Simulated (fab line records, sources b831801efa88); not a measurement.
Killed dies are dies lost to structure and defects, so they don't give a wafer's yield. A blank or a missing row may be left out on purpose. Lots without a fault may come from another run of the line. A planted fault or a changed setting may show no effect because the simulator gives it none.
Chamber matching | flow gf180mcu | GF_V3_CVD_02 on pecvd-01: 3 sister chambers
The step deposits SiO2 from TEOS, target thk 850 nm, time 94.851 s. 6 wafers are shown with their chamber, then 9 later ones without.

WAFERS WITH THEIR CHAMBER
wafer  | chamber | heater_power_w (W) | rf_fwd_power_W (W)
L087.4 | 2       | 647                | 598.7
L087.5 | 0       | 825                | 597.5
L087.6 | 1       | 842                | 592.3
L090.2 | 0       | 793                | 596.3
L090.3 | 1       | 736                | 594.2
L090.6 | 2       | 654                | 599.4

WAFERS WITHOUT THEIR CHAMBER
wafer  | heater_power_w (W) | rf_fwd_power_W (W)
L092.1 | 755                | 599.6
L092.2 | 787                | 595.9
L092.5 | 837                | 595.6
L093.2 | 826                | 596.1
L093.3 | 758                | 595.0
L093.6 | 652                | 597.0
L094.3 | 580                | 598.2
L094.4 | 812                | 599.3
L094.6 | 760                | 595.3

WHICH CHAMBER EACH WENT THROUGH
wafer  | from the rows above     | in truth
L092.1 | can't be placed: 2 or 0 | 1
L092.2 | can't be placed: 0 or 1 | 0
L092.5 | can't be placed: 0 or 1 | 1
L093.2 | 0                       | 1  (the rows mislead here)
L093.3 | can't be placed: 1 or 0 | 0
L093.6 | can't be placed: 2 or 0 | 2
L094.3 | 2                       | 2
L094.4 | can't be placed: 0 or 2 | 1
L094.6 | can't be placed: 0 or 1 | 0
Placed correctly: 1 of 9. Can't be placed from these rows: 7 (the true chamber is among the candidates in 5). Placed wrongly: 1.
How it was worked out, from the rows above alone: a wafer's distance from a chamber is the root of the sum, over the readings, of the square of ((its reading less the chamber's mean) divided by the reading's scatter). The wafer belongs to the nearest chamber; if the next one is less than 2 further off, it can't be placed. A chamber's mean is the mean of its shown wafers. The scatter: the root of (the sum of the squares of (reading less its chamber's mean) over the shown wafers, divided by (wafers less chambers)).
